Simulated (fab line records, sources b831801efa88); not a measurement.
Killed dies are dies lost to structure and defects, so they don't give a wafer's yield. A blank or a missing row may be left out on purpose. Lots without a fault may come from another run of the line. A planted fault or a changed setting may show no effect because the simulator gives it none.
fab line records | flow sky130
record lots=7 wafers=21 last_day=49
route steps=708 shown FIELD_ISO@19 NWELL@32 DNWELL@35 PWDE@45 SALICIDE@361 PAD_OPEN@708
lots that met no fault: from a run of the same line without faults
start_h: hours from the record's first day to the start of the lot's first wafer shown | wait_h: hours since the lot's step before | " the same as in the row above | L1.1+2: a row that stands for several wafers | - no value, or no start given | * or withheld: withheld | < > ~ a bound
route shown NAME@n: a module of which the file shows steps, and the number in the route of the first | usual: mean/standard deviation of fault-free wafers | same: alike in all rows | chamber/n: place in a boat | sites: the reading at each site | _std_site: their standard deviation | _edge_site: outer sites' mean less inner sites' | radius_mm: how far each site lies from the wafer's centre | mask NAME#n: copy n | behind: the tool/chamber that last shaped the wafer | hold: why the lot was held/for how many hours/how that ended | device: the transistor (n, p or np) that didn't switch | end of line: the same wafers' tests at the end of the route | a step without rows: its recipe alone | killed: dies lost to structure and defects at the first sort, not the wafer's yield | map: a wafer's dies, x killed, . not, _ none there
set.NAME: the setting as run; set.NAME@STEP: as run at that earlier step | model.NAME: the simulator's own value behind a step, which no gauge read
lots at some steps of the route; a table a step, a row a wafer
services: from which hour (start_h, from the record's first day; less than 0 if before it) a tool's chamber was out of use, for how many hours, and why
## steps
# step SKY_FIELD_ISO_WET_ETCH_18
# recipe chemistry=H3PO4 target_depth_nm=25 temp_c=160 target=Si3N4 time_s=286
# step SKY_FIELD_ISO_CLEAN_19
# recipe chemistry=SC1/SC2 mix=1:4:20 temp_c=70 time_s=150
# step SKY_FIELD_ISO_CLEAN_20
# recipe chemistry=dHF time_s=20 dilution=100:1
# step SKY_FIELD_ISO_WET_ETCH_21
# recipe chemistry=dHF dilution=100:1 target_depth_nm=20 dry=ipa_marangoni target=SiO2 temp_c=25 time_s=400
# step SKY_FIELD_ISO_OXIDATION_22
# recipe temp_c=950 ambient=O2 stabilise_s=600 purge_s=300 target_thk_a=100 ox_time_s=623
# step SKY_FIELD_ISO_THK_MEAS_23
# recipe reads=SiO2_of_FIELD_ISO_OXIDATION_22
# usual FIELD_ISO_OXIDATION_01_THK=10.02/0.24
# columns lot.wafer tool chamber start_h wait_h FIELD_ISO_OXIDATION_01_THK[nm]
L204.1 film_metro-02 - 61.36 0.0 10.09
L204.2 " - " " 10.18
L204.3 " - " " 10.08
L205.1 film_metro-03 - 61.36 0.0 10.40
L205.2 " - " " 10.49
L205.5 " - " " 10.29
L212.3 film_metro-03 - 98.49 0.0 9.80
L212.5 " - " " 9.75
L212.6 " - " " 9.71
L213.2 film_metro-02 - 106.86 0.0 10.07
L213.4 " - " " 9.94
L213.5 " - " " 9.93
L214.1 film_metro-02 - 109.47 0.0 9.90
L214.2 " - " " 9.81
L214.3 " - " " 9.88
L217.1 film_metro-04 - 124.10 0.0 10.14
L217.2 " - " " 10.15
L217.3 " - " " 10.09
L218.1 film_metro-03 - 131.85 0.0 10.05
L218.2 " - " " 10.14
L218.4 " - " " 9.98
# step SKY_FIELD_ISO_CVD_24
# recipe material=SiO2 target_thk_nm=595 temp_c=650 sigma_open_frac=0.3 time_s=99.2 sih4_flow_sccm=60 pressure_mtorr=6
# step SKY_FIELD_ISO_THK_MEAS_25
# recipe reads=SiO2_of_FIELD_ISO_CVD_24
# usual FIELD_ISO_CVD_24_THK=597/6
# columns lot.wafer tool chamber start_h wait_h FIELD_ISO_CVD_24_THK[nm]
L204.1 film_metro-04 - 61.49 0.0 598
L204.2 " - " " 598
L204.3 " - " " 590
L205.1 film_metro-02 - 61.49 0.0 601
L205.2 " - " " 598
L205.5 " - " " 596
L212.3 film_metro-04 - 98.62 0.1 588
L212.5 " - " " 597
L212.6 " - " " 587
L213.2 film_metro-04 - 106.99 0.0 594
L213.4 " - " " 595
L213.5 " - " " 593
L214.1 film_metro-04 - 109.60 0.0 597
L214.2 " - " " 605
L214.3 " - " " 595
L217.1 film_metro-04 - 124.23 0.0 595
L217.2 " - " " 599
L217.3 " - " " 602
L218.1 film_metro-04 - 131.98 0.0 586
L218.2 " - " " 587
L218.4 " - " " 588
# step SKY_FIELD_ISO_ANNEAL_26
# recipe temp_c=1000 time_s=1800 ambient=N2
# step SKY_FIELD_ISO_CMP_27
# recipe stop_on=Si3N4 t_overpolish_s=16 down_force_psi=4 platen_rpm=60 target_thk_nm=457.8 pad_velocity_m_s=0.94248
# usual head_pressure_psi=4.000/0.0082 motor_current_A=12.3/0.91 overpolish_run_s=16.001/0.0095 slurry_flow_ml_min=150.0/0.45 time_to_endpoint_s=114/4.4
# columns lot.wafer tool chamber start_h wait_h head_pressure_psi motor_current_A overpolish_run_s slurry_flow_ml_min time_to_endpoint_s
L204.3 cmp-02 1 65.65 0.0 4.015 12.8 16.002 149.1 113
L204.2 " 2 " " 4.000 12.2 16.008 149.2 115
L204.1 " 0 " " 3.999 12.8 16.007 150.2 102
L205.2 cmp-02 1 66.05 0.4 3.999 12.3 16.018 150.3 117
L205.1 " 2 " " 4.013 12.4 15.995 150.2 117
L205.5 " 3 " " 3.999 12.3 16.008 149.8 113
L212.3 cmp-01 0 100.21 0.1 4.005 10.5 16.008 150.5 118
L212.6 " 3 " " 4.004 10.6 15.995 150.0 113
L212.5 " 0 " " 4.006 11.1 15.995 150.4 119
L213.2 cmp-01 2 111.02 0.1 3.992 13.0 16.003 149.9 112
L213.4 " 0 " " 4.001 11.0 15.987 149.4 117
L213.5 " 1 " " 4.001 13.7 15.989 150.0 114
L214.3 cmp-02 2 112.60 0.1 4.000 11.8 16.006 150.2 119
L214.2 " 3 " " 3.995 12.8 15.989 150.3 117
L214.1 " 0 " " 4.000 12.8 16.009 149.9 111
L217.2 cmp-01 1 125.79 0.0 3.988 12.9 16.016 150.7 120
L217.3 " 2 " " 4.000 12.5 16.003 150.3 112
L217.1 " 3 " " 4.000 10.8 15.998 150.0 110
L218.4 cmp-02 2 134.66 0.0 3.994 12.4 15.989 150.4 114
L218.2 " 0 " " 4.013 13.0 15.992 150.1 107
L218.1 " 1 " " 4.007 12.4 16.001 150.3 111
# step SKY_FIELD_ISO_WET_ETCH_28
# recipe chemistry=dHF target_depth_nm=23.7 target=SiO2 dilution=10:1 temp_c=25 time_s=47
# step SKY_FIELD_ISO_WET_ETCH_29
# recipe chemistry=H3PO4 target_depth_nm=160 target=Si3N4 temp_c=160 time_s=1825
# step SKY_FIELD_ISO_WET_ETCH_30
# recipe chemistry=dHF target_depth_nm=25 target=SiO2 dilution=10:1 temp_c=25 time_s=50
# usual run_length_s=78/3 temp_c=24.99/0.097
# columns lot.wafer tool chamber start_h wait_h run_length_s temp_c model.SiO2_of_FIELD_ISO_CVD_24.thk_nm
L204.1 wet_bench-03 3 66.53 0.0 76 25.17 404
L204.2 " 3 " " 76 24.90 406.4
L204.3 " 3 " " 76 24.96 405.8
L205.1 wet_bench-02 0 66.83 0.0 82 24.86 405.4
L205.2 " 0 " " 82 24.83 404.4
L205.5 " 0 " " 82 24.85 404.6
L212.3 wet_bench-02 0 101.04 0.0 51 24.89 419.8
L212.5 " 0 " " 51 24.97 418.4
L212.6 " 0 " " 51 25.04 417.2
L213.2 wet_bench-02 1 111.81 0.0 50 25.01 418.8
L213.4 " 1 " " 50 25.03 420.7
L213.5 " 1 " " 50 25.05 419.1
L214.1 wet_bench-02 2 113.39 0.0 49 25.22 417.8
L214.2 " 2 " " 49 24.98 420.6
L214.3 " 2 " " 49 25.03 420.6
L217.1 wet_bench-01 2 126.63 0.0 77 24.79 405.9
L217.2 " 2 " " 77 24.89 406.2
L217.3 " 2 " " 77 24.97 405.7
L218.1 wet_bench-01 1 135.55 0.0 83 25.02 405.7
L218.2 " 1 " " 83 25.07 404.4
L218.4 " 1 " " 83 25.21 406.3
# step SKY_NWELL_CLEAN_00
# recipe chemistry=SC1/SC2 mix=1:4:20 temp_c=70 time_s=150 dry=n2_spin
# step SKY_NWELL_OXIDATION_01
# recipe temp_c=900 ambient=O2 stabilise_s=600 purge_s=300 target_thk_a=100 ox_time_s=1418
# step SKY_NWELL_THK_MEAS_02
# recipe reads=SiO2_of_NWELL_OXIDATION_01
# usual NWELL_OXIDATION_THK=10.11/0.21
# columns lot.wafer tool chamber start_h wait_h NWELL_OXIDATION_THK[nm]
L204.1 film_metro-01 - 69.69 0.0 10.18
L204.2 " - " " 10.25
L204.3 " - " " 10.32
L205.1 film_metro-02 - 69.69 0.0 10.11
L205.2 " - " " 10.03
L205.5 " - " " 10.10
L212.3 film_metro-03 - 105.70 0.0 9.96
L212.5 " - " " 9.97
L212.6 " - " " 9.93
L214.1 film_metro-02 - 115.46 0.0 10.00
L214.2 " - " " 10.03
L214.3 " - " " 9.93
L213.2 film_metro-03 - 115.47 0.0 10.67
L213.4 " - " " 10.35
L213.5 " - " " 10.54
L217.1 film_metro-01 - 128.10 0.0 9.65
L217.2 " - " " 9.84
L217.3 " - " " 9.97
L218.1 film_metro-03 - 137.02 0.0 9.75
L218.2 " - " " 9.87
L218.4 " - " " 9.76
# step SKY_DNWELL_DEHYDRATE_00
# recipe temp_c=200 time_s=60
# step SKY_DNWELL_HMDS_01
# recipe prime_time_s=60 prime_temp_c=120
# step SKY_DNWELL_COAT_02
# recipe spin_rpm=2000 resist_thk_nm=3000
# step SKY_DNWELL_SOFTBAKE_03
# recipe temp_c=110 time_s=withheld
# step SKY_DNWELL_EXPOSE_04
# recipe mask_id=DNM na=0.57 target_cd_nm=3000 dose_mj=222
# step SKY_DNWELL_PEB_05
# recipe temp_c=115 time_s=withheld
# step SKY_DNWELL_DEVELOP_06
# recipe wall_angle_deg=90 developer=TMAH develop_time_s=60 dev_temp_c=23
# step SKY_DNWELL_IMPLANT_07
# recipe species=P energy_kev=withheld dose_cm2=withheld tilt_deg=withheld
# step SKY_DNWELL_STRIP_08
# recipe chemistry=O2/N2 power_w=1400 pressure_mtorr=1500 platen_temp_c=withheld o2_flow_sccm=3000 n2_flow_sccm=300 overash_fraction=0.5
# usual drypump_motor_current_A=5.8/0.57 oes_product_au=0.722/0.004 strip_time_to_endpoint_s=36.88/0.095
# columns lot.wafer tool chamber start_h wait_h drypump_motor_current_A oes_product_au rf_hours_counter_h strip_time_to_endpoint_s
L204.1 plasma_asher-02 0 86.80 0.1 5.3 0.724 28 36.94
L204.2 " 1 " " 6.6 0.720 28 37.01
L204.3 " 0 " " 5.3 0.719 - 37.07
L205.1 plasma_asher-03 0 87.04 0.1 5.0 0.722 40 36.93
L205.2 " 1 " " 5.9 0.721 40 36.94
L205.5 " 1 " " 6.0 0.717 - 37.13
L212.3 plasma_asher-01 0 124.48 0.1 5.6 0.717 - 36.95
L212.5 " 1 " " 6.4 0.719 - 36.81
L212.6 " 0 " " 5.6 0.714 - 36.95
L214.1 plasma_asher-02 1 134.72 0.1 6.7 0.731 33 36.85
L214.2 " 0 " " 5.3 0.725 33 36.96
L214.3 " 0 " " 5.3 0.729 - 36.93
L213.2 plasma_asher-03 0 135.07 0.1 5.0 0.728 2 36.90
L213.4 " 0 " " 5.0 0.721 - 36.97
L213.5 " 1 " " 6.0 0.727 - 37.03
L217.1 plasma_asher-02 0 147.84 0.1 5.3 0.721 34 36.72
L217.2 " 1 " " 6.7 0.721 34 36.65
L217.3 " 0 " " 5.3 0.729 - 36.79
L218.1 plasma_asher-02 0 156.74 0.1 5.3 0.724 35 36.69
L218.2 " 1 " " 6.6 0.717 35 36.80
L218.4 " 1 " " 6.5 0.721 - 36.80
# step SKY_DNWELL_TW_MEAS_09
# usual DNWELL_TW=1106/15
# columns lot.wafer tool chamber start_h wait_h DNWELL_TW
L204.1 film_metro-01 - 86.90 0.1 1116
L204.2 " - " " 1116
L204.3 " - " " 1119
L205.1 film_metro-02 - 87.14 0.1 1083
L205.2 " - " " 1088
L205.5 " - " " 1083
L212.3 film_metro-01 - 124.56 0.1 1113
L212.5 " - " " 1115
L212.6 " - " " 1112
L214.1 film_metro-01 - 134.82 0.1 1110
L214.2 " - " " 1118
L214.3 " - " " 1113
L213.2 film_metro-02 - 135.18 0.1 1086
L213.4 " - " " 1080
L213.5 " - " " 1084
L217.1 film_metro-01 - 147.94 0.1 1118
L217.2 " - " " 1125
L217.3 " - " " 1123
L218.1 film_metro-01 - 156.84 0.1 1122
L218.2 " - " " 1116
L218.4 " - " " 1122
# step SKY_PWDE_DEHYDRATE_00
# recipe temp_c=200 time_s=60
# step SKY_PWDE_HMDS_01
# recipe prime_time_s=60 prime_temp_c=120
# step SKY_PWDE_COAT_02
# recipe spin_rpm=2000 resist_thk_nm=3000
# step SKY_PWDE_SOFTBAKE_03
# recipe temp_c=110 time_s=withheld
# step SKY_PWDE_EXPOSE_04
# recipe mask_id=PWDEM na=0.6 source_shape=conventional sigma_outer=0.6 polarization=unpolarized target_cd_nm=840 dose_mj=214
# step SKY_PWDE_PEB_05
# recipe temp_c=115 time_s=withheld
# step SKY_PWDE_DEVELOP_06
# recipe wall_angle_deg=90 developer=TMAH develop_time_s=60 dev_temp_c=23
# step SKY_PWDE_OVL_MEAS_07
# usual PWDE_OVL=-0.5/1.4
# columns lot.wafer tool chamber start_h wait_h PWDE_OVL[nm]
L204.1 overlay-02 - 104.70 - -0.8
L204.2 " - " " -1.8
L204.3 " - " " -0.6
L205.1 overlay-02 - 105.25 - -0.4
L205.2 " - " " -0.4
L205.5 " - " " 0.9
L212.3 overlay-01 - 143.78 - 0.3
L212.5 " - " " 1.5
L212.6 " - " " 0.3
L214.1 overlay-02 - 154.89 - -1.8
L214.2 " - " " -2.6
L214.3 " - " " -2.5
L213.2 overlay-01 - 155.02 - 1.7
L213.4 " - " " 0.7
L213.5 " - " " 1.5
L217.1 overlay-02 - 167.30 - 0.5
L217.2 " - " " 1.1
L217.3 " - " " 1.6
L218.1 overlay-02 - 176.90 - -2.0
L218.2 " - " " -2.0
L218.4 " - " " -3.1
# step SKY_PWDE_IMPLANT_08
# recipe species=B energy_kev=150 dose_cm2=3.6e+12 tilt_deg=withheld
# step SKY_PWDE_STRIP_09
# recipe chemistry=O2/N2 power_w=1400 pressure_mtorr=1500 platen_temp_c=withheld o2_flow_sccm=3000 n2_flow_sccm=300 overash_fraction=0.5
# usual drypump_motor_current_A=5.8/0.51 oes_product_au=0.723/0.005 strip_time_to_endpoint_s=36.86/0.11
# columns lot.wafer tool chamber start_h wait_h drypump_motor_current_A oes_product_au rf_hours_counter_h strip_time_to_endpoint_s
L204.1 plasma_asher-01 0 104.88 0.1 5.6 0.714 39 37.07
L204.2 " 1 " " 6.5 0.722 39 37.03
L204.3 " 0 " " 5.6 0.727 - 37.04
L205.1 plasma_asher-03 1 105.43 0.1 6.0 0.729 42 36.91
L205.2 " 0 " " 5.0 0.725 42 36.99
L205.5 " 0 " " 5.0 0.720 - 37.06
L212.3 plasma_asher-01 0 143.99 0.1 5.6 0.728 - 36.76
L212.5 " 0 " " 5.6 0.718 - 36.93
L212.6 " 1 " " 6.4 0.713 - 36.87
L214.1 plasma_asher-03 1 155.08 0.1 6.0 0.723 4 37.00
L214.2 " 0 " " 5.0 0.720 4 36.82
L214.3 " 1 " " 6.0 0.729 - 36.73
L213.2 plasma_asher-01 1 155.20 0.1 6.4 0.731 44 37.01
L213.4 " 0 " " 5.7 0.717 - 36.97
L213.5 " 0 " " 5.7 0.716 - 36.99
L217.1 plasma_asher-01 0 167.48 0.1 5.6 0.719 45 36.81
L217.2 " 1 " " 6.4 0.724 45 36.86
L217.3 " 1 " " 6.4 0.721 - 36.90
L218.1 plasma_asher-01 1 177.08 0.1 6.5 0.721 46 36.95
L218.2 " 0 " " 5.6 0.720 46 36.80
L218.4 " 0 " " 5.6 0.717 - 36.89
# step SKY_PWDE_TW_MEAS_10
# usual PWDE_TW=371/4.7
# columns lot.wafer tool chamber start_h wait_h PWDE_TW
L204.1 film_metro-03 - 104.98 0.1 374
L204.2 " - " " 376
L204.3 " - " " 377
L205.1 film_metro-02 - 105.53 0.1 364
L205.2 " - " " 364
L205.5 " - " " 364
L212.3 film_metro-03 - 144.07 0.1 374
L212.5 " - " " 373
L212.6 " - " " 372
L214.1 film_metro-02 - 155.18 0.1 365
L214.2 " - " " 364
L214.3 " - " " 365
L213.2 film_metro-01 - 155.31 0.1 379
L213.4 " - " " 376
L213.5 " - " " 376
L217.1 film_metro-02 - 167.58 0.1 367
L217.2 " - " " 366
L217.3 " - " " 366
L218.1 film_metro-01 - 177.18 0.1 375
L218.2 " - " " 372
L218.4 " - " " 373
# step SKY_NWELL_DEHYDRATE_03
# recipe temp_c=200 time_s=60
# step SKY_NWELL_HMDS_04
# recipe prime_time_s=60 prime_temp_c=120
# step SKY_NWELL_COAT_05
# recipe spin_rpm=2000 resist_thk_nm=3000
# step SKY_NWELL_SOFTBAKE_06
# recipe temp_c=110 time_s=withheld
# step SKY_NWELL_EXPOSE_07
# recipe mask_id=NWM na=0.6 source_shape=conventional sigma_outer=0.6 polarization=unpolarized target_cd_nm=840 dose_mj=255
# step SKY_SALICIDE_CLEAN_00
# recipe chemistry=HF-last time_s=30 dilution=100:1 dry=ipa_marangoni
# columns lot.wafer tool chamber start_h wait_h model.SiO2_of_FIELD_ISO_CVD_24.thk_nm
L205.1 wet_bench-04 1 706.19 0.1 359.2
L205.2 " 1 " " 358.1
L205.5 " 1 " " 358.4
L204.1 wet_bench-01 1 708.44 0.1 357.9
L204.2 " 1 " " 360.1
L204.3 " 1 " " 359.5
L212.3 wet_bench-02 2 759.32 0.1 373.6
L212.5 " 2 " " 372.1
L212.6 " 2 " " 371
L213.2 wet_bench-02 1 767.04 0.1 373
L213.4 " 1 " " 374.8
L213.5 " 1 " " 373.2
L214.1 wet_bench-02 0 769.34 0.1 371.7
L214.2 " 0 " " 374.4
L214.3 " 0 " " 374.5
L217.1 wet_bench-04 2 783.40 0.1 359.7
L217.2 " 2 " " 359.8
L217.3 " 2 " " 359.5
L218.1 wet_bench-01 3 796.94 0.1 359.3
L218.2 " 3 " " 358
L218.4 " 3 " " 359.8
# step SKY_PAD_OPEN_PROBE_99
# usual killed_at_M0_to_M3=43/6.8 killed_at_M4_up=2.9/1.7 killed_at_contacts=24/5.4 killed_at_front_end=15/4.8 killed_at_other=0.3/0.57 killed_dies=85/9.4 killed_open=47/7.5 killed_short=38/5.7
# same gross_dies=492 killed_at_back_side=0
# columns lot.wafer tool chamber start_h wait_h killed_at_M0_to_M3 killed_at_M4_up killed_at_contacts killed_at_front_end killed_at_other killed_dies killed_open killed_short model.etest.res_p_drift_20v.line_ohm_um model.etest.res_p_drift_20v.rs_ohm_sq model.etest.pfet_16v.r_on_ohm_um model.etest.res_iso_pwell.line_ohm_um model.etest.res_nwell.rs_ohm_sq model.etest.cap_li_to_poly.c_af_um2 model.etest.cap_poly_to_well.c_af_um2 model.etest.field_p.vt_v
L205.1 prober-02 - 1111.90 0.1 35 5 28 9 0 77 44 33 1.11e+04 9367 1.506e+04 993.9 922.6 98.28 94 -40.02
L205.2 prober-02 - 1111.95 0.1 43 5 32 18 0 98 56 42 1.156e+04 9829 1.536e+04 1043 947.5 97.42 91.8 -41.38
L205.5 prober-02 - 1112.10 0.2 47 1 22 13 0 83 51 32 1.162e+04 9725 1.542e+04 1016 933.9 98.16 91.25 -41.06
L204.1 prober-01 - 1113.81 0.1 48 3 29 8 0 88 47 41 1.153e+04 9670 1.521e+04 1110 988.2 97.44 92.04 -43.08
L204.2 prober-01 - 1113.86 0.1 43 4 27 8 0 82 43 39 1.148e+04 9584 1.514e+04 1108 988 96.77 89.39 -43.14
L204.3 prober-01 - 1113.91 0.2 54 2 22 17 0 95 50 45 1.176e+04 9870 1.527e+04 1137 998.6 98.69 90.61 -43.61
L212.3 prober-02 - 1152.09 0.2 49 4 18 15 1 87 47 40 1.27e+04 1.083e+04 1.59e+04 1280 937.6 102 87.5 -42.53
L212.5 prober-02 - 1152.19 0.2 43 5 20 15 0 83 47 36 1.299e+04 1.082e+04 1.587e+04 1298 939.8 101.2 88.98 -42.53
L212.6 prober-02 - 1152.24 0.2 46 3 32 5 0 86 54 32 1.297e+04 1.087e+04 1.597e+04 1302 950.1 100.7 85.65 -43.02
L213.2 prober-01 - 1154.77 0.1 52 6 21 14 0 93 43 50 1.318e+04 1.089e+04 1.556e+04 1258 970.1 103.3 87.05 -44.39
L213.4 prober-01 - 1154.87 0.2 46 5 24 19 0 94 58 36 1.271e+04 1.051e+04 1.551e+04 1236 964.2 103.7 86.17 -43.82
L213.5 prober-01 - 1154.92 0.2 42 2 21 16 2 83 51 32 1.244e+04 1.032e+04 1.531e+04 1190 955.7 102.2 89.34 -42.95
L214.1 prober-02 - 1155.23 0.1 41 3 23 17 0 84 48 36 1.084e+04 9130 1.556e+04 1219 1092 99.48 86.77 -46.42
L214.2 prober-02 - 1155.28 0.1 37 2 34 12 1 86 53 33 1.109e+04 9354 1.579e+04 1252 1110 100 87.14 -47.12
L214.3 prober-02 - 1155.33 0.2 37 4 19 11 0 71 44 27 1.072e+04 8931 1.546e+04 1176 1058 100.1 90.37 -45.46
L217.1 prober-01 - 1171.36 0.1 31 1 18 16 0 66 37 29 1.096e+04 9188 1.51e+04 1284 978 101.1 90.32 -41.96
L217.2 prober-01 - 1171.41 0.1 36 4 34 18 0 92 47 45 1.127e+04 9347 1.528e+04 1312 977.3 98.99 91.97 -42.19
L217.3 prober-01 - 1171.46 0.2 48 5 16 17 0 86 37 49 1.131e+04 9322 1.531e+04 1299 971.1 97.27 91.74 -42.18
L218.1 prober-02 - 1173.22 0.1 47 2 15 11 0 75 41 34 1.159e+04 9696 1.537e+04 1267 952.2 96.83 89.3 -42.52
L218.2 prober-02 - 1173.27 0.1 49 6 29 12 0 96 53 43 1.157e+04 9546 1.525e+04 1244 950 98.25 87.69 -42.06
L218.4 prober-02 - 1173.37 0.2 44 1 21 8 0 74 37 37 1.149e+04 9517 1.529e+04 1225 951.7 98.98 87.7 -41.76
# killed by level:class
L205.1 CONTACT:geometric_particle:open=12 CONTACT:geometric_particle:short=7 VIA2:geometric_particle:open=7 VIA3:geometric_particle:open=7 METAL1:geometric_particle:short=5 VIA1:geometric_particle:open=5 FIELD_ISO:geometric_particle:short=3 POLY_GATE:geometric_particle:open=3
L205.2 CONTACT:geometric_particle:open=11 VIA1:geometric_particle:open=11 VIA3:geometric_particle:open=10 VIA1:geometric_particle:short=8 LI_CONTACT:geometric_particle:open=6 CONTACT:geometric_particle:short=6 FIELD_ISO:geometric_particle:open=5 FIELD_ISO:geometric_particle:short=5
L205.5 VIA1:geometric_particle:open=11 VIA3:geometric_particle:open=10 CONTACT:geometric_particle:open=8 LI_CONTACT:geometric_particle:open=5 METAL1:geometric_particle:short=5 METAL1:geometric_particle:open=4 METAL2:geometric_particle:short=4 VIA2:geometric_particle:open=4
L204.1 VIA2:geometric_particle:open=11 LI_CONTACT:geometric_particle:open=9 VIA1:geometric_particle:open=9 VIA1:geometric_particle:short=8 CONTACT:geometric_particle:short=8 CONTACT:geometric_particle:open=7 METAL1:geometric_particle:short=5 METAL2:geometric_particle:short=5
L204.2 VIA1:geometric_particle:open=13 CONTACT:geometric_particle:open=8 LI_CONTACT:geometric_particle:open=7 LOCAL_INTERCONNECT:geometric_particle:short=6 VIA3:geometric_particle:open=6 VIA1:geometric_particle:short=5 VIA3:geometric_particle:short=5 CONTACT:geometric_particle:short=4
L204.3 VIA3:geometric_particle:open=11 VIA1:geometric_particle:open=10 VIA2:geometric_particle:open=7 METAL1:geometric_particle:short=7 POLY_GATE:geometric_particle:short=6 CONTACT:geometric_particle:open=6 VIA1:geometric_particle:short=6 LI_CONTACT:geometric_particle:open=5
L212.3 VIA1:geometric_particle:open=11 VIA2:geometric_particle:open=10 VIA3:geometric_particle:open=8 FIELD_ISO:geometric_particle:short=6 POLY_GATE:geometric_particle:short=5 LI_CONTACT:geometric_particle:open=5 CONTACT:geometric_particle:open=5 VIA1:geometric_particle:short=5
L212.5 VIA1:geometric_particle:open=13 METAL2:geometric_particle:short=10 CONTACT:geometric_particle:short=6 LI_CONTACT:geometric_particle:open=6 CONTACT:geometric_particle:open=6 FIELD_ISO:geometric_particle:short=5 VIA3:geometric_particle:open=5 VIA2:geometric_particle:open=5
L212.6 CONTACT:geometric_particle:open=12 VIA3:geometric_particle:open=11 VIA1:geometric_particle:open=10 LI_CONTACT:geometric_particle:open=10 METAL2:geometric_particle:short=8 LOCAL_INTERCONNECT:geometric_particle:short=5 VIA3:geometric_particle:short=5 VIA2:geometric_particle:open=4
L213.2 CONTACT:geometric_particle:open=9 VIA2:geometric_particle:open=9 METAL1:geometric_particle:short=8 VIA1:geometric_particle:short=6 VIA1:geometric_particle:open=6 VIA3:geometric_particle:open=6 FIELD_ISO:geometric_particle:open=5 METAL2:geometric_particle:short=5
L213.4 VIA2:geometric_particle:open=13 CONTACT:geometric_particle:open=10 FIELD_ISO:geometric_particle:open=7 LI_CONTACT:geometric_particle:open=7 METAL1:geometric_particle:short=7 VIA3:geometric_particle:open=7 VIA1:geometric_particle:open=6 VIA1:geometric_particle:short=5
L213.5 VIA1:geometric_particle:open=11 LI_CONTACT:geometric_particle:open=9 VIA2:geometric_particle:open=9 METAL1:geometric_particle:short=7 CONTACT:geometric_particle:open=6 VIA3:geometric_particle:open=6 FIELD_ISO:geometric_particle:short=5 FIELD_ISO:geometric_particle:open=3
L214.1 LI_CONTACT:geometric_particle:open=8 VIA2:geometric_particle:open=8 CONTACT:geometric_particle:open=7 VIA3:geometric_particle:open=7 VIA1:geometric_particle:open=6 FIELD_ISO:geometric_particle:open=5 FIELD_ISO:geometric_particle:short=5 POLY_GATE:geometric_particle:short=4
L214.2 LI_CONTACT:geometric_particle:open=12 VIA1:geometric_particle:open=11 CONTACT:geometric_particle:open=8 CONTACT:geometric_particle:short=8 VIA2:geometric_particle:open=8 VIA3:geometric_particle:open=6 POLY_GATE:geometric_particle:short=3 LOCAL_INTERCONNECT:geometric_particle:short=3
L214.3 VIA3:geometric_particle:open=8 VIA2:geometric_particle:open=8 CONTACT:geometric_particle:open=7 VIA1:geometric_particle:open=7 POLY_GATE:geometric_particle:open=4 LI_CONTACT:geometric_particle:open=4 LOCAL_INTERCONNECT:geometric_particle:short=4 CONTACT:geometric_particle:short=4
L217.1 CONTACT:geometric_particle:open=7 VIA1:geometric_particle:open=7 VIA2:geometric_particle:open=5 FIELD_ISO:geometric_particle:open=4 LI_CONTACT:geometric_particle:open=4 CONTACT:geometric_particle:short=4 VIA2:geometric_particle:short=4 FIELD_ISO:geometric_particle:short=3
L217.2 CONTACT:geometric_particle:short=10 CONTACT:geometric_particle:open=10 LI_CONTACT:geometric_particle:open=7 VIA1:geometric_particle:open=6 FIELD_ISO:geometric_particle:short=5 FIELD_ISO:geometric_particle:open=5 METAL1:geometric_particle:short=5 VIA3:geometric_particle:open=5
L217.3 METAL2:geometric_particle:short=11 VIA2:geometric_particle:short=8 CONTACT:geometric_particle:open=7 VIA1:geometric_particle:open=6 FIELD_ISO:geometric_particle:short=5 POLY_GATE:geometric_particle:short=4 VIA2:geometric_particle:open=4 LI_CONTACT:geometric_particle:open=4
L218.1 VIA1:geometric_particle:open=17 METAL1:geometric_particle:short=7 LI_CONTACT:geometric_particle:open=6 METAL2:geometric_particle:short=6 VIA2:geometric_particle:open=6 POLY_GATE:geometric_particle:short=5 VIA1:geometric_particle:short=5 CONTACT:geometric_particle:open=4
L218.2 VIA1:geometric_particle:open=13 CONTACT:geometric_particle:open=10 METAL1:geometric_particle:short=10 VIA3:geometric_particle:open=8 VIA2:geometric_particle:open=7 CONTACT:geometric_particle:short=6 LI_CONTACT:geometric_particle:open=5 METAL4:geometric_particle:short=5
L218.4 VIA1:geometric_particle:open=11 CONTACT:geometric_particle:open=7 LI_CONTACT:geometric_particle:open=6 METAL2:geometric_particle:short=6 VIA2:geometric_particle:open=6 VIA2:geometric_particle:short=5 POLY_GATE:geometric_particle:short=4 VIA3:geometric_particle:open=4
## services
# columns tool chamber start_h hours kind
plasma_asher-03 - 62.59 4.4 repair
plasma_asher-02 - 63.24 14.6 pm
plasma_asher-01 - 68.80 0.6 repair
cmp-02 - 72.74 3.2 repair
plasma_asher-03 - 108.78 9.0 pm
cmp-02 - 116.37 2.0 repair
cmp-02 - 160.73 0.9 repair
plasma_asher-01 - 171.03 2.8 pm
plasma_asher-03 - 192.72 4.5 repair
wet_bench-02 - 201.35 3.6 repair
plasma_asher-01 - 212.75 12.0 repair
cmp-02 - 218.84 2.2 repair
cmp-02 - 227.05 3.7 pm
cmp-02 - 232.17 4.0 pm
plasma_asher-03 - 234.28 2.2 repair
cmp-02 - 243.94 2.0 repair
cmp-02 - 254.16 1.0 repair
cmp-02 - 280.05 4.0 pm
cmp-02 - 314.03 0.5 repair
plasma_asher-03 - 327.96 13.8 repair
plasma_asher-01 - 421.25 9.0 pm
plasma_asher-01 - 496.61 2.7 repair
wet_bench-02 - 578.42 6.0 repair
plasma_asher-01 - 639.51 1.0 repair
## key
first_sign step=SKY_FIELD_ISO_WET_ETCH_30 reading=run_length_s direction=down sigmas=9 usual=* struck=*
effect none on later readings
model_effect step=SKY_FIELD_ISO_WET_ETCH_30 value=SiO2_of_FIELD_ISO_CVD_24.thk_nm without=405.2 struck=419.2
model_effect step=SKY_SALICIDE_CLEAN_00 value=SiO2_of_FIELD_ISO_CVD_24.thk_nm without=359.2 struck=373.1
model_effect step=SKY_PAD_OPEN_PROBE_99 value=etest.res_p_drift_20v.line_ohm_um without=1.111e+04 struck=1.218e+04
met_at SKY_FIELD_ISO_WET_ETCH_30
struck_wafers L212.3,L212.5,L212.6,L213.2,L213.4,L213.5,L214.1,L214.2,L214.3
tester_left_out L212,L213,L214
onset_between 66.83 101.04
fault kind=process_parameter_drift tool=wet_bench-02 chamber=- onset_h=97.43 steps=SKY_FIELD_ISO_WET_ETCH_30 channel=time_s offset=* shape=step end_h=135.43 acts_in=* stated=*
# tester_left_out: of these lots the tester's yield and bins aren't shown, on N5 and GAA mostly nor the transistor test; their killed dies are dies lost to structure and defects alone, not to doping, threshold or leakage, so they don't give the yield
